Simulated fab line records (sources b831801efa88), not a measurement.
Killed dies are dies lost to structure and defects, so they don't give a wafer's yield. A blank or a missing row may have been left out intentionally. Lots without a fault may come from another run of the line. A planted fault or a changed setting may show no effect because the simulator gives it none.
Which of the tools did it? -- flow sfq line -- route of 325 steps, sampled at 1 step: 14 lots, 41 wafers

## WHAT THE GAUGES SHOWED, per wafer
The record holds no reading of a measuring or inspecting step that can be judged against a usual standard deviation.

## EACH LOT AND THE TOOL THAT RAN IT (in order: tool; ch and the chambers of the sampled wafers; start)
lot,SFQ_TRILAYER_I6_VIA_ETCH_VIA_ETCH_172
L208,"rie diel-04 ch 0,3, day 77 00:34"
L210,"rie diel-04 ch 0,1,3, day 78 11:53"
L211,"rie diel-02 ch 1,2,3, day 78 15:29"
L213,"rie diel-04 ch 2,3, day 79 07:05"
L215,"rie diel-03 ch 0,3, day 80 03:29"
L219,"rie diel-04 ch 1,2, day 80 16:22"
L221,"rie diel-04 ch 0,1,3, day 81 12:37"
L223,"rie diel-03 ch 0,1,3, day 82 00:23"
L225,"rie diel-03 ch 1,3, day 82 15:59"
L226,"rie diel-02 ch 0,2,3, day 83 08:25"
L227,"rie diel-02 ch 1,3, day 84 03:32"
L228,"rie diel-02 ch 2,3, day 84 09:32"
L229,"rie diel-02 ch 1,3, day 88 05:40"
L230,"rie diel-03 ch 0,1,2, day 89 02:11"
- SFQ_TRILAYER_I6_VIA_ETCH_VIA_ETCH_172: etches SiO2 in CHF3, stops on Nb, target depth 260 nm.

## AS READ BY THE TOOLS THEMSELVES (means over the sampled wafers that have a number; for cases with no such wafer, the mark the record gives instead)
SFQ_TRILAYER_I6_VIA_ETCH_VIA_ETCH_172. Usual: bias w 79.99 W, standard deviation 0.25; drypump motor current A 6.0 A, standard deviation 0.38; oes product au 0.854 a.u., standard deviation 0.0051; rf fwd power W 498.2 W, standard deviation 1.5.
lot,tool,bias w (W),drypump motor current A (A),oes product au (a.u.),rf fwd power W (W),flag
L208,rie diel-04,79.84,5.7,0.856,497.0,
L210,rie diel-04,80.15,5.6,0.852,497.4,
L211,rie diel-02,80.01,6.1,0.854,499.1,
L213,rie diel-04,79.98,6.0,0.859,498.2,
L215,rie diel-03,79.96,6.3,0.854,497.1,
L219,rie diel-04,84.30,5.8,0.856,498.2,OFF
L221,rie diel-04,84.53,5.6,0.854,499.1,OFF
L223,rie diel-03,80.46,6.0,0.858,498.9,
L225,rie diel-03,79.87,5.7,0.855,498.6,
L226,rie diel-02,80.11,6.2,0.853,497.4,
L227,rie diel-02,79.69,5.9,0.862,498.5,
L228,rie diel-02,80.25,6.3,0.848,497.6,
L229,rie diel-02,80.19,6.2,0.853,497.1,
L230,rie diel-03,79.87,6.1,0.850,496.3,

## THE ANSWER, worked out from the rows above alone
Rule: take the mean of a lot's wafers that have a number; if it is more than 3 standard deviations from the usual mean, the lot is off. A lot without any number at a reading at which 4 lots or more have one is off too. The other lots that the step has rows for count as sound. Order of review: gauges by route order, followed by the tools' own readings, for which a lot's mean as printed above is used. At the first step where some lot is off, the reading lying furthest off is the one used; lots without a number count as furthest.
Off: L219, L221 (SFQ_TRILAYER_I6_VIA_ETCH_VIA_ETCH_172, bias w).
A tool fits if, at that step or a process step before it, it ran every lot that is off, and no sound lot after the first of them. One fits: rie diel-04 at SFQ_TRILAYER_I6_VIA_ETCH_VIA_ETCH_172. A fault onset in the window from L213 (day 79 07:05, its last sound lot) to L219 (day 80 16:22, its first lot off) fits.
On the lots that are off, the tool's own readings at SFQ_TRILAYER_I6_VIA_ETCH_VIA_ETCH_172 differ by more than 5 times the standard deviation of the sound lots' means, which bears it out; bias w reads 84.41 W there versus 80.03 W on the sound lots.

## WHAT HAD BEEN PUT IN BY THE SIMULATOR
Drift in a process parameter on rie diel-04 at SFQ_TRILAYER_I6_VIA_ETCH_VIA_ETCH_172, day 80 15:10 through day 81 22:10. A move of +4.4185 in setting bias w, from 80. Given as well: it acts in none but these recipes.
Lots struck among those shown: L219, L221. The rule above found the same.
